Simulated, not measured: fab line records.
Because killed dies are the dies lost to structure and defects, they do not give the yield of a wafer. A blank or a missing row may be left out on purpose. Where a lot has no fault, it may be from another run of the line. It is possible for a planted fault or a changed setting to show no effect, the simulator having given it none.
fab line records	flow sky130
record: lots: 5	wafers: 15	last_day: 50
route steps=708 shown FIELD_ISO@27 NWELL@32 DNWELL@35 PWDE@45
lots that met no fault: from a run of the same line without faults
start_h: start of the lot's first displayed wafer, in hours after the record's first day	wait_h: hours from the lot's prior step to this one	" unchanged from the row above	L1.1+2: a row that stands for several wafers	- no value, or no start was given	* or withheld: withheld	< > ~ a bound
route shown NAME@n: a module of which the file shows steps, and the number in the route of the first	usual: average and standard deviation across the fault-free wafers	same: alike in all rows	chamber/n: place in a boat	sites: readings site by site	_std_site: how widely they spread, as a standard deviation	_edge_site: outer sites' mean less inner sites'	radius_mm: for every site, how far away it sits from the centre of the wafer	mask NAME#n: copy n	behind: the tool/chamber that last shaped the wafer	hold: cause of the lot's hold/its duration in hours/its outcome	device: which transistor (n, p or np) failed to switch	end of line: tests of these same wafers at the route's end	for a step that has no rows: nothing shown but its recipe	killed: the dies lost at the first sort to structure and to defects; this is not the yield of the wafer	map: per-die view of a wafer (x killed, . not killed, _ where there is no die)
set.NAME: setting as actually run; set.NAME@STEP: the setting as run at that earlier step	model.NAME: the simulator's own value behind a step, which no gauge read
a table for each step, a row for each wafer; lots at some steps of the route
services: when a tool's chamber went out of use (start_h, in hours from the record's first day, below 0 if earlier), for how many hours, and the reason
== steps ==
step: SKY_FIELD_ISO_ANNEAL_26
recipe: temp_c: 1000	time_s: 1800	ambient: N2
step: SKY_FIELD_ISO_CMP_27
recipe: stop_on: Si3N4	t_overpolish_s: 16	down_force_psi: 4	platen_rpm: 60	target_thk_nm: 457.8	pad_velocity_m_s: 0.94248
usual: motor_current_A: 13.0/1.6	overpolish_run_s: 16.001/0.0091	time_to_endpoint_s: 113/3.9
lot.wafer	tool	chamber	start_h	wait_h	motor_current_A	overpolish_run_s	time_to_endpoint_s
L722.2	cmp-01	3	48.13	0.0	15.9	16.002	112
L722.3	"	0	"	"	13.3	16.009	114
L722.5	"	0	"	"	12.8	16.002	115
L726.4	cmp-02	1	67.43	0.0	13.1	16.008	107
L726.1	"	2	"	"	14.3	15.992	108
L726.3	"	0	"	"	10.6	16.001	110
L728.2	cmp-02	3	76.42	0.1	11.0	16.007	113
L728.5	"	1	"	"	12.8	16.007	108
L728.6	"	2	"	"	14.6	15.991	108
L735.1	cmp-01	1	120.10	0.0	13.0	15.997	111
L735.2	"	2	"	"	14.0	15.996	110
L735.4	"	0	"	"	13.2	16.007	109
L737.4	cmp-02	0	126.43	0.1	10.2	15.987	116
L737.5	"	1	"	"	12.8	16.005	110
L737.6	"	2	"	"	13.0	15.998	108
step: SKY_FIELD_ISO_WET_ETCH_28
recipe: chemistry: dHF	target_depth_nm: 23.7	target: SiO2	dilution: 10:1	temp_c: 25	time_s: 47
step: SKY_FIELD_ISO_WET_ETCH_29
recipe: chemistry: H3PO4	target_depth_nm: 160	target: Si3N4	temp_c: 160	time_s: 1825
step: SKY_FIELD_ISO_WET_ETCH_30
recipe: chemistry: dHF	target_depth_nm: 25	target: SiO2	dilution: 10:1	temp_c: 25	time_s: 50
step: SKY_NWELL_CLEAN_00
recipe: chemistry: SC1/SC2	mix: 1:4:20	temp_c: 70	time_s: 150	dry: n2_spin
step: SKY_NWELL_OXIDATION_01
recipe: temp_c: 900	ambient: O2	stabilise_s: 600	purge_s: 300	target_thk_a: 100	ox_time_s: 1418
step: SKY_NWELL_THK_MEAS_02
recipe: reads: SiO2_of_NWELL_OXIDATION_01
usual: NWELL_OXIDATION_THK: 9.97/0.23
lot.wafer	tool	chamber	start_h	wait_h	NWELL_OXIDATION_THK[nm]
L722.2	film_metro-03	-	50.63	0.0	9.99
L722.3	"	-	"	"	10.10
L722.5	"	-	"	"	9.75
L726.1	film_metro-01	-	70.33	0.0	10.08
L726.3	"	-	"	"	9.84
L726.4	"	-	"	"	9.97
L728.2	film_metro-01	-	79.62	0.0	9.59
L728.5	"	-	"	"	9.47
L728.6	"	-	"	"	9.50
L735.1	film_metro-03	-	124.78	0.0	10.15
L735.2	"	-	"	"	10.17
L735.4	"	-	"	"	10.35
L737.4	film_metro-01	-	129.94	0.0	9.65
L737.5	"	-	"	"	9.85
L737.6	"	-	"	"	9.85
step: SKY_DNWELL_DEHYDRATE_00
recipe: temp_c: 200	time_s: 60
step: SKY_DNWELL_HMDS_01
recipe: prime_time_s: 60	prime_temp_c: 120
step: SKY_DNWELL_COAT_02
recipe: spin_rpm: 2000	resist_thk_nm: 3000
step: SKY_DNWELL_SOFTBAKE_03
recipe: temp_c: 110	time_s: withheld
step: SKY_DNWELL_EXPOSE_04
recipe: mask_id: DNM	na: 0.57	target_cd_nm: 3000	dose_mj: 222
usual: focus_offset_nm: 0.0/0.53
lot.wafer	tool	chamber	start_h	wait_h	mask	focus_offset_nm
L722.2	iline_stepper-01	0	59.52	-	DNM#0	1.0
L722.3	"	0	"	"	DNM#0	1.0
L722.5	"	0	"	"	DNM#0	0.9
L726.1	iline_stepper-02	0	78.86	-	DNM#0	0.1
L726.3	"	0	"	"	DNM#0	0.6
L726.4	"	0	"	"	DNM#0	0.6
L728.2	iline_stepper-02	0	87.77	-	NWM#0	0.7
L728.5	"	0	"	"	NWM#0	-0.3
L728.6	"	0	"	"	NWM#0	-0.2
L735.1	iline_stepper-01	0	134.22	-	DNM#0	-0.5
L735.2	"	0	"	"	DNM#0	-0.2
L735.4	"	0	"	"	DNM#0	0.0
L737.4	iline_stepper-01	0	140.51	-	DNM#0	-0.2
L737.5	"	0	"	"	DNM#0	0.2
L737.6	"	0	"	"	DNM#0	-0.5
step: SKY_DNWELL_PEB_05
recipe: temp_c: 115	time_s: withheld
step: SKY_DNWELL_DEVELOP_06
recipe: wall_angle_deg: 90	developer: TMAH	develop_time_s: 60	dev_temp_c: 23
step: SKY_DNWELL_IMPLANT_07
recipe: species: P	energy_kev: withheld	dose_cm2: withheld	tilt_deg: withheld
step: SKY_DNWELL_STRIP_08
recipe: chemistry: O2/N2	power_w: 1400	pressure_mtorr: 1500	platen_temp_c: withheld	o2_flow_sccm: 3000	n2_flow_sccm: 300	overash_fraction: 0.5
usual: drypump_motor_current_A: 6.0/0.48	oes_product_au: 0.723/0.005	strip_time_to_endpoint_s: 36.90/0.088
lot.wafer	tool	chamber	start_h	wait_h	drypump_motor_current_A	oes_product_au	rf_hours_counter_h	strip_time_to_endpoint_s
L722.2	plasma_asher-01	0	67.72	0.1	6.4	0.725	39	36.89
L722.3	"	1	"	"	6.5	0.716	-	36.82
L722.5	"	1	"	"	6.5	0.717	-	36.82
L726.1	plasma_asher-03	0	86.83	0.1	5.4	0.730	27	36.91
L726.3	"	0	"	"	5.3	0.718	-	36.94
L726.4	"	1	"	"	6.4	0.723	-	36.90
L728.2	plasma_asher-04	0	97.35	0.1	5.5	0.724	41	36.77
L728.5	"	0	"	"	5.5	0.726	-	36.69
L728.6	"	1	"	"	5.6	0.717	-	36.75
L735.1	plasma_asher-01	0	144.48	0.1	6.4	0.717	3	36.98
L735.2	"	1	"	"	6.4	0.715	3	36.90
L735.4	"	0	"	"	6.4	0.725	-	36.90
L737.4	plasma_asher-01	1	150.35	0.1	6.5	0.720	-	37.10
L737.5	"	1	"	"	6.5	0.720	-	36.99
L737.6	"	0	"	"	6.4	0.726	-	37.03
step: SKY_DNWELL_TW_MEAS_09
usual: DNWELL_TW: 1114/15
lot.wafer	tool	chamber	start_h	wait_h	DNWELL_TW
L722.2	film_metro-03	-	67.83	0.1	1129
L722.3	"	-	"	"	1124
L722.5	"	-	"	"	1117
L726.1	film_metro-04	-	86.93	0.1	1121
L726.3	"	-	"	"	1117
L726.4	"	-	"	"	1123
L728.2	film_metro-04	-	97.46	0.1	30
L728.5	"	-	"	"	30
L728.6	"	-	"	"	30
L735.1	film_metro-04	-	144.58	0.1	1131
L735.2	"	-	"	"	1130
L735.4	"	-	"	"	1129
L737.4	film_metro-01	-	150.45	0.1	1079
L737.5	"	-	"	"	1080
L737.6	"	-	"	"	1078
step: SKY_PWDE_DEHYDRATE_00
recipe: temp_c: 200	time_s: 60
step: SKY_PWDE_HMDS_01
recipe: prime_time_s: 60	prime_temp_c: 120
step: SKY_PWDE_COAT_02
recipe: spin_rpm: 2000	resist_thk_nm: 3000
step: SKY_PWDE_SOFTBAKE_03
recipe: temp_c: 110	time_s: withheld
step: SKY_PWDE_EXPOSE_04
recipe: mask_id: PWDEM	na: 0.6	source_shape: conventional	sigma_outer: 0.6	polarization: unpolarized	target_cd_nm: 840	dose_mj: 214
step: SKY_PWDE_PEB_05
recipe: temp_c: 115	time_s: withheld
step: SKY_PWDE_DEVELOP_06
recipe: wall_angle_deg: 90	developer: TMAH	develop_time_s: 60	dev_temp_c: 23
step: SKY_PWDE_OVL_MEAS_07
usual: PWDE_OVL: 0.3/1.1
lot.wafer	tool	chamber	start_h	wait_h	PWDE_OVL[nm]
L722.2	overlay-01	-	83.90	-	2.1
L722.3	"	-	"	"	0.5
L722.5	"	-	"	"	0.2
L726.1	overlay-01	-	105.32	-	-1.3
L726.3	"	-	"	"	1.8
L726.4	"	-	"	"	-0.3
L728.2	overlay-01	-	116.85	-	2.3
L728.5	"	-	"	"	1.0
L728.6	"	-	"	"	0.2
L735.1	overlay-02	-	164.79	-	-0.8
L735.2	"	-	"	"	-1.3
L735.4	"	-	"	"	-1.1
L737.4	overlay-02	-	170.91	-	-0.1
L737.5	"	-	"	"	-1.1
L737.6	"	-	"	"	-1.2
step: SKY_PWDE_IMPLANT_08
recipe: species: B	energy_kev: 150	dose_cm2: 3.6e+12	tilt_deg: withheld
step: SKY_PWDE_STRIP_09
recipe: chemistry: O2/N2	power_w: 1400	pressure_mtorr: 1500	platen_temp_c: withheld	o2_flow_sccm: 3000	n2_flow_sccm: 300	overash_fraction: 0.5
usual: drypump_motor_current_A: 5.6/0.37	oes_product_au: 0.722/0.0047	strip_time_to_endpoint_s: 36.92/0.11
lot.wafer	tool	chamber	start_h	wait_h	drypump_motor_current_A	oes_product_au	rf_hours_counter_h	strip_time_to_endpoint_s
L722.2	plasma_asher-04	0	84.08	0.1	5.5	0.721	39	36.96
L722.3	"	0	"	"	5.5	0.718	-	36.98
L722.5	"	0	"	"	5.5	0.719	-	36.95
L726.1	plasma_asher-03	0	105.50	0.1	5.4	0.719	29	36.74
L726.3	"	1	"	"	6.4	0.725	-	36.83
L726.4	"	0	"	"	5.3	0.727	-	36.85
L728.2	plasma_asher-03	1	117.03	0.1	6.4	0.725	30	36.91
L728.5	"	1	"	"	6.4	0.719	-	36.81
L728.6	"	0	"	"	5.3	0.722	-	36.77
L735.1	plasma_asher-03	0	164.98	0.1	5.3	0.723	35	36.80
L735.2	"	1	"	"	6.4	0.727	35	36.83
L735.4	"	1	"	"	6.4	0.712	-	36.84
L737.4	plasma_asher-02	1	171.11	0.1	5.4	0.729	-	36.85
L737.5	"	0	"	"	5.4	0.727	-	36.92
L737.6	"	1	"	"	5.4	0.720	-	36.91
step: SKY_PWDE_TW_MEAS_10
usual: PWDE_TW: 374/4.7
lot.wafer	tool	chamber	start_h	wait_h	PWDE_TW
L722.2	film_metro-04	-	84.19	0.1	374
L722.3	"	-	"	"	376
L722.5	"	-	"	"	376
L726.1	film_metro-01	-	105.60	0.1	365
L726.3	"	-	"	"	365
L726.4	"	-	"	"	366
L728.2	film_metro-04	-	117.14	0.1	376
L728.5	"	-	"	"	375
L728.6	"	-	"	"	378
L735.1	film_metro-04	-	165.08	0.1	378
L735.2	"	-	"	"	379
L735.4	"	-	"	"	380
L737.4	film_metro-03	-	171.21	0.1	380
L737.5	"	-	"	"	379
L737.6	"	-	"	"	376
step: SKY_NWELL_DEHYDRATE_03
recipe: temp_c: 200	time_s: 60
step: SKY_NWELL_HMDS_04
recipe: prime_time_s: 60	prime_temp_c: 120
step: SKY_NWELL_COAT_05
recipe: spin_rpm: 2000	resist_thk_nm: 3000
step: SKY_NWELL_SOFTBAKE_06
recipe: temp_c: 110	time_s: withheld
step: SKY_NWELL_EXPOSE_07
recipe: mask_id: NWM	na: 0.6	source_shape: conventional	sigma_outer: 0.6	polarization: unpolarized	target_cd_nm: 840	dose_mj: 255
step: SKY_NWELL_PEB_08
recipe: temp_c: 115	time_s: withheld
step: SKY_NWELL_DEVELOP_09
recipe: wall_angle_deg: 90	developer: TMAH	develop_time_s: 60	dev_temp_c: 23
step: SKY_NWELL_OVL_MEAS_10
usual: NWELL_00_OVL: 0.5/1.3
lot.wafer	tool	chamber	start_h	wait_h	NWELL_00_OVL[nm]
L722.2	overlay-01	-	102.20	-	1.3
L722.3	"	-	"	"	1.3
L722.5	"	-	"	"	0.1
L726.1	overlay-01	-	124.30	-	1.7
L726.3	"	-	"	"	0.2
L726.4	"	-	"	"	1.2
L728.2	overlay-01	-	135.55	-	0.6
L728.5	"	-	"	"	1.1
L728.6	"	-	"	"	3.0
L735.1	overlay-01	-	185.75	-	0.2
L735.2	"	-	"	"	-1.8
L735.4	"	-	"	"	0.5
L737.4	overlay-02	-	193.41	-	1.0
L737.5	"	-	"	"	0.6
L737.6	"	-	"	"	2.3
step: SKY_NWELL_IMPLANT_11
recipe: species: P	energy_kev: 400	dose_cm2: 1.9e+13	tilt_deg: withheld
step: SKY_NWELL_IMPLANT_12
recipe: species: P	energy_kev: 120	dose_cm2: 1.3e+12	tilt_deg: withheld
step: SKY_NWELL_IMPLANT_13
recipe: species: P	energy_kev: 50	dose_cm2: 7e+11	tilt_deg: withheld
step: SKY_NWELL_STRIP_14
recipe: chemistry: O2/N2	power_w: 1400	pressure_mtorr: 1500	platen_temp_c: withheld	o2_flow_sccm: 3000	n2_flow_sccm: 300	overash_fraction: 0.5
usual: drypump_motor_current_A: 5.8/0.52	oes_product_au: 0.723/0.0039	strip_time_to_endpoint_s: 36.96/0.092
lot.wafer	tool	chamber	start_h	wait_h	drypump_motor_current_A	oes_product_au	rf_hours_counter_h	strip_time_to_endpoint_s
L722.2	plasma_asher-02	0	102.68	0.1	5.5	0.727	40	37.23
L722.3	"	0	"	"	5.5	0.725	-	37.01
L722.5	"	1	"	"	5.4	0.724	-	37.06
L726.1	plasma_asher-03	0	124.78	0.1	5.3	0.730	31	36.85
L726.3	"	0	"	"	5.4	0.726	-	36.94
L726.4	"	1	"	"	6.5	0.726	-	36.94
L728.2	plasma_asher-02	1	136.03	0.1	5.4	0.717	43	36.86
L728.5	"	0	"	"	5.4	0.723	-	36.88
L728.6	"	1	"	"	5.4	0.724	-	36.98
L735.1	plasma_asher-02	1	186.23	0.1	5.4	0.725	48	36.82
L735.2	"	0	"	"	5.5	0.726	48	37.01
L735.4	"	1	"	"	5.4	0.716	-	36.80
L737.4	plasma_asher-03	0	193.91	0.1	5.4	0.723	-	36.98
L737.5	"	0	"	"	5.4	0.720	-	36.88
L737.6	"	1	"	"	6.4	0.719	-	36.92
step: SKY_NWELL_TW_MEAS_15
usual: NWELL_TW: 1811/27
lot.wafer	tool	chamber	start_h	wait_h	NWELL_TW
L722.2	film_metro-04	-	102.79	0.1	1831
L722.3	"	-	"	"	1830
L722.5	"	-	"	"	1827
L726.1	film_metro-04	-	124.88	0.1	1837
L726.3	"	-	"	"	1839
L726.4	"	-	"	"	1841
L728.2	film_metro-01	-	136.14	0.1	1882
L728.5	"	-	"	"	1893
L728.6	"	-	"	"	1892
L735.1	film_metro-04	-	186.33	0.1	1827
L735.2	"	-	"	"	1829
L735.4	"	-	"	"	1825
L737.4	film_metro-01	-	194.01	0.1	1792
L737.5	"	-	"	"	1790
L737.6	"	-	"	"	1797
== services ==
tool	chamber	start_h	hours	kind
iline_stepper-01	0	27.19	-	calibration
plasma_asher-01	-	33.67	2.0	repair
cmp-02	-	49.02	1.8	repair
iline_stepper-02	-	63.41	7.6	repair
cmp-01	-	64.00	4.0	pm
cmp-01	-	68.00	-	consumable_replace:conditioner
cmp-01	-	68.00	-	consumable_replace:pad
iline_stepper-02	-	81.19	2.1	pm
iline_stepper-02	-	83.27	-	consumable_replace:lamp
plasma_asher-01	-	108.75	9.0	pm
plasma_asher-01	0	108.75	9.0	vent_cycle
plasma_asher-01	1	108.75	9.0	vent_cycle
plasma_asher-01	0	117.75	-	clean
plasma_asher-01	1	117.75	-	clean
cmp-02	-	127.65	0.7	repair
cmp-01	-	135.66	3.4	repair
iline_stepper-02	0	145.94	-	calibration
iline_stepper-01	-	162.52	1.7	pm
cmp-01	-	184.54	0.7	repair
cmp-01	-	192.28	5.8	pm
== key ==
first_sign: step: SKY_DNWELL_EXPOSE_04	reading: mask	direction: changed
effect: step: SKY_DNWELL_TW_MEAS_09	reading: DNWELL_TW	direction: down	sigmas: 74	usual: 1114	struck: 30
effect: step: SKY_NWELL_TW_MEAS_15	reading: NWELL_TW	direction: up	sigmas: 2.9	usual: 1811	struck: 1889
met_at SKY_DNWELL_EXPOSE_04
struck_wafers L728.2,L728.5,L728.6
sort_left_out L728.2,L728.5,L728.6
tester_left_out L728
onset_between 78.86 87.77
fault: kind: wrong_mask	tool: any	chamber: -	onset_h: 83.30	steps: SKY_DNWELL_EXPOSE_04	aux_copy: NWM#0	scope: struck_lots_only
tester_left_out: of these lots the tester's yield and bins aren't shown, on N5 and GAA mostly nor the transistor test; their killed dies are dies lost to structure and defects alone, not to doping, threshold or leakage, so they don't give the yield
sort_left_out: the simulated sort isn't trusted on such a fault, so these wafers' sort isn't shown, and their yield isn't known
